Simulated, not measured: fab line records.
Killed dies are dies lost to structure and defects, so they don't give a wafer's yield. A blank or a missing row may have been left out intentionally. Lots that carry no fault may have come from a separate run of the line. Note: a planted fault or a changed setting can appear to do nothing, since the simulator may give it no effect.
Comparing a struck lot with a sound one ; flow sky130 ; 26 steps out of a route of 708
Sound: the wafers L358.2, L358.3, L358.6. Struck: wafers L373.2, L373.4, L373.6. At the end, the cause is stated.
At each step with rows: each side's tool, then ch and its chambers, then its first start. Under that, the readings that differ: sound wafers ; struck wafers ; difference of the means ; sigmas: that difference in standard deviations of wafers without a fault.
alike: same words and numbers on both sides, and readings whose means sit less than 2 such deviations apart. not compared: any withheld reading, any reading some wafer has no value for, any bound like >300 that may hide the same value, and any number with overlapping values for which the record gives no deviation.
A row with sigmas, a row that says differs or no value, or rows on one side alone: a step with any of these is where the two part. Numbers that don't overlap but have no deviation are shown without sigmas and don't part them. A reading that every wafer of one side lacks parts them only if that side has two wafers or more.

SKY_LDD_N_STRIP_16: strips in O2/N2.
  sound on plasmaAsher-03 ch 0,1, day 17 15:05; struck on plasmaAsher-03 ch 0,1, day 23 10:40
  alike: drypumpMotorCurrentA, o2FlowSccm, oesProductAu, stripTimeToEndpointS
  not compared: rfHoursCounterH
SKY_LDD_N_TW_MEAS_17:
  sound: filmMetro-03 at day 17 15:12; struck: filmMetro-03 at day 23 10:47
  alike: LDD_N_TW
then, 7 steps without rows for these wafers: SKY_LDD_P_DEHYDRATE_00 (time 60 s); SKY_LDD_P_HMDS_01 (prime time 60 s); SKY_LDD_P_COAT_02 (resist thk 1140 nm); SKY_LDD_P_SOFTBAKE_03 (time 60 s); SKY_LDD_P_EXPOSE_04 (exposes mask PSDM, target cd 380 nm); SKY_LDD_P_PEB_05; SKY_LDD_P_DEVELOP_06 (develop time 60 s).
SKY_LDD_P_CD_MEAS_07: the cd target is 380 nm.
  sound: cdSem-01 at day 18 21:08; struck: cdSem-01 at day 24 16:27
  alike: cdNm
SKY_LDD_P_OVL_MEAS_08:
  sound: overlay-02 at day 18 21:15; struck: overlay-01 at day 24 16:34
  alike: LDD_P_OVL
following that, these wafers have no rows for 1 step: SKY_LDD_P_IMPLANT_09.
SKY_LDD_P_STRIP_10: strips in O2/N2.
  sound on plasmaAsher-01 ch 0,1, day 18 21:26; struck on plasmaAsher-01 ch 0,1, day 24 16:44
reading;sound;struck;difference;sigmas
oesProductAu (a.u.);0.709 0.721 0.714;0.953 0.960 0.954;+0.241;+54
stripTimeToEndpointS (s);14.13 14.13 14.14;- - -;no value on the struck wafers;
model.NOVOLAK_of_LDD_P_COAT_02.thkNm (nm);0 0 0;141.7 141.7 141.4;+141.6;
  alike: drypumpMotorCurrentA, o2FlowSccm
  not compared: rfHoursCounterH
SKY_LDD_P_TW_MEAS_11:
  sound: filmMetro-02 at day 18 21:32; struck: filmMetro-03 at day 24 16:51
  alike: LDD_P_TW
then, 7 steps without rows for these wafers: SKY_LDD_HVN_DEHYDRATE_00 (time 60 s); SKY_LDD_HVN_HMDS_01 (prime time 60 s); SKY_LDD_HVN_COAT_02 (resist thk 300 nm); SKY_LDD_HVN_SOFTBAKE_03 (time 60 s); SKY_LDD_HVN_EXPOSE_04 (exposes mask HVNTM, target cd 700 nm); SKY_LDD_HVN_PEB_05; SKY_LDD_HVN_DEVELOP_06 (develop time 60 s).
SKY_LDD_HVN_OVL_MEAS_07:
  sound: overlay-02 at day 20 03:38; struck: overlay-02 at day 25 21:38
  alike: LDD_HVN_OVL
following that, these wafers have no rows for 1 step: SKY_LDD_HVN_IMPLANT_08.
SKY_LDD_HVN_STRIP_09: strips in O2/N2.
  sound on plasmaAsher-02 ch 0,1, day 20 03:49; struck on plasmaAsher-02 ch 0, day 25 21:49
reading;sound;struck;difference;sigmas
oesProductAu (a.u.);0.410 0.414 0.408;0.498 0.506 0.499;+0.090;+20
stripTimeToEndpointS (s);4.143 4.151 4.112;6.437 6.432 6.443;+2.302;+99 or more
  alike: drypumpMotorCurrentA, o2FlowSccm
  not compared: rfHoursCounterH
SKY_LDD_HVN_TW_MEAS_10:
  sound: filmMetro-03 at day 20 03:55; struck: filmMetro-01 at day 25 21:55
reading;sound;struck;difference;sigmas
LDD_HVN_TW;1447 1447 1445;601 606 607;-842;-99 or more
then, 1 step without rows for these wafers: SKY_LDD_HVP_DEHYDRATE_00 (time 60 s).

WHERE THEY PART
Earliest at SKY_LDD_P_STRIP_10; latest, in this record, at SKY_LDD_HVN_TW_MEAS_10.

WHY: whatever the simulator had introduced
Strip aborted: plasmaAsher-01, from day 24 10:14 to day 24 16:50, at SKY_LDD_P_STRIP_10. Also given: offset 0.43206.
